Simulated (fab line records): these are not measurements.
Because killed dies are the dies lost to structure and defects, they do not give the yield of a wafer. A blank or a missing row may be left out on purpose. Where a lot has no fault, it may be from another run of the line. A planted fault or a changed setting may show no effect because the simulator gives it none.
One fault through the eyes of 2 desks || flow gf180mcu || numbers are kept per desk, each desk with only its own; the story behind them comes last

THE METROLOGY DESK
What the gauges read, lot by lot, whatever tool the lot ran on: means of the sampled wafers that have a number. Marked OUT: a lot whose mean sits more than 4 standard deviations from the usual mean, which makes it out of limits; the brackets give that distance.
Columns: A = MVPSD_OVL at GF_MVPSD_OVL_MEAS_07, usual -0.4 nm; B = VT_IMPLANT_TW at GF_VT_IMPLANT_TW_MEAS_10, usual 562
{"lot": "L501", "first seen here": "day 5 03:12", "A": -0.3, "B": 560}
{"lot": "L502", "first seen here": "day 5 07:01", "A": -0.7, "B": 555}
{"lot": "L506", "first seen here": "day 6 06:53", "A": 0.5, "B": 560}
{"lot": "L510", "first seen here": "day 7 04:28", "A": -0.3, "B": 565}
{"lot": "L511", "first seen here": "day 7 11:05", "A": -2.1, "B": 563}
{"lot": "L513", "first seen here": "day 8 00:42", "A": 2.7, "B": 564}
{"lot": "L515", "first seen here": "day 8 12:10", "A": -0.2, "B": 563}
{"lot": "L519", "first seen here": "day 9 10:59", "A": 0.2, "B": 551}
{"lot": "L520", "first seen here": "day 9 17:31", "A": -0.8, "B": "548 (-4.1) OUT"}
{"lot": "L522", "first seen here": "day 10 04:37", "A": -2.1, "B": 567}
{"lot": "L523", "first seen here": "day 10 11:34", "A": 1.2, "B": 559}
{"lot": "L524", "first seen here": "day 10 20:49", "A": -0.2, "B": 560}
This desk's result: L520 out of limits, first on L520 (VT_IMPLANT_TW at GF_VT_IMPLANT_TW_MEAS_10), day 10 12:31. Within limits: L501, L502, L506, L510, L511, L513, L515, L519, L522, L523, L524.

TOOL OWNER'S DESK, implanter-01
The tool's own readings at GF_VT_IMPLANT_IMPLANT_08, given as means over the sampled wafers that have a number, one for each lot that went through this tool. Marked OUT: a lot whose mean sits more than 4 standard deviations from the usual mean, which makes it out of limits; the brackets give that distance.
Columns: A = dose-ions-cm2 at GF_VT_IMPLANT_IMPLANT_08, usual 8.29e+12; B = faraday-current-uA at GF_VT_IMPLANT_IMPLANT_08, usual 46.8
{"lot": "L501", "first seen here": "day 5 17:35", "A": 8.28e+12, "B": 46.7}
{"lot": "L515", "first seen here": "day 9 04:47", "A": 8.29e+12, "B": 47.8}
{"lot": "L519", "first seen here": "day 10 04:19", "A": "7.60e+12 (-72) OUT", "B": 43.9}
{"lot": "L520", "first seen here": "day 10 12:19", "A": "7.60e+12 (-73) OUT", "B": 44.2}
This desk's verdict: out of limits on L519, L520, starting with L519 at day 10 04:19 (dose-ions-cm2 at GF_VT_IMPLANT_IMPLANT_08). Within limits: L501, L515.

ALL TOGETHER
The tool owner's desk could have raised an alarm at day 10 04:19, on L519, L520.
At day 10 12:31 the metrology desk could have sounded an alarm, on L520.
The metrology desk has L519 on record, within its limits.
The lots listed all ran GF_VT_IMPLANT_IMPLANT_08 on implanter-01.

WHAT HAD BEEN PUT IN BY THE SIMULATOR
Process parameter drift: implanter-01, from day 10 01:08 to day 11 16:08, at GF_VT_IMPLANT_IMPLANT_08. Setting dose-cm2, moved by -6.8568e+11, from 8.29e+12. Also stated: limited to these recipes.
Lots struck among those shown: L519, L520.
Hours from the fault's start to each desk's first reading out of limits: the tool owner's desk, 3; the metrology desk, 11.
